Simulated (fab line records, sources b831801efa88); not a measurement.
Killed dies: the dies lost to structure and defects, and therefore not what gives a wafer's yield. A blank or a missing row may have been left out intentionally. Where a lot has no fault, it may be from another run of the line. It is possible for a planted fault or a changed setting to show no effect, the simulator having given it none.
Chamber matching ; flow sky130 ; SKY_LI_CONTACT_ETCH_15 on rie-diel-01 has 3 sister chambers
The step etches PSG in C4F8/O2/Ar, stops on Si, target depth 600 nm. 16 wafers are shown with their chamber, then 6 later ones without.

## WAFERS, EACH WITH ITS CHAMBER
wafer;chamber;bias-w (W);oes-product-au (a.u.)
L074.2;3;1202;0.838
L074.4;0;1207;0.841
L074.5;2;1201;0.829
L076.3;3;1199;0.826
L076.4;0;1202;0.843
L076.5;0;1201;0.833
L077.1;0;1205;0.836
L077.4;3;1201;0.831
L077.5;3;1199;0.835
L079.2;0;1201;0.840
L079.4;2;1205;0.836
L079.6;0;1199;0.838
L081.1;3;1197;0.833
L081.2;2;1203;0.834
L081.5;0;1199;0.839
L084.1;3;1190;0.842

SIGNATURES (means of the wafers above)
reading;chamber 0;chamber 2;chamber 3;scatter within a chamber
bias-w;1202.00;1203.00;1198.00;3.44
oes-product-au;0.83857;0.83300;0.83417;0.00435
Rule: a wafer lies at a distance from a chamber equal to the root of the sum of squares, over the readings, of (its reading less the chamber's mean, divided by the reading's scatter). If the next closest chamber is less than 2 further off than the closest, the wafer can't be placed; otherwise it belongs to the closest. How the scatter is found: for the shown wafers, subtract from each reading the mean of its chamber, square and add these, divide the total by (wafers less chambers), then take the root.

## WAFERS WHOSE CHAMBER IS MISSING
wafer;bias-w (W);oes-product-au (a.u.)
L084.4;1198;0.835
L091.2;1199;0.845
L091.3;1203;0.836
L095.2;1199;0.833
L095.3;1202;0.839
L095.6;1198;0.839

## CHAMBER TAKEN BY EACH
wafer;from the rows above;in truth
L084.4;can't be placed: 3 or 0 or 2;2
L091.2;can't be placed: 0 or 3 or 2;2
L091.3;can't be placed: 0 or 2 or 3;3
L095.2;can't be placed: 3 or 2 or 0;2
L095.3;can't be placed: 0 or 2 or 3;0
L095.6;can't be placed: 3 or 0 or 2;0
0 of 6 placed correctly. Not placeable from these rows: 6 (in 6, the candidates include the true chamber). Placed wrongly: 0.
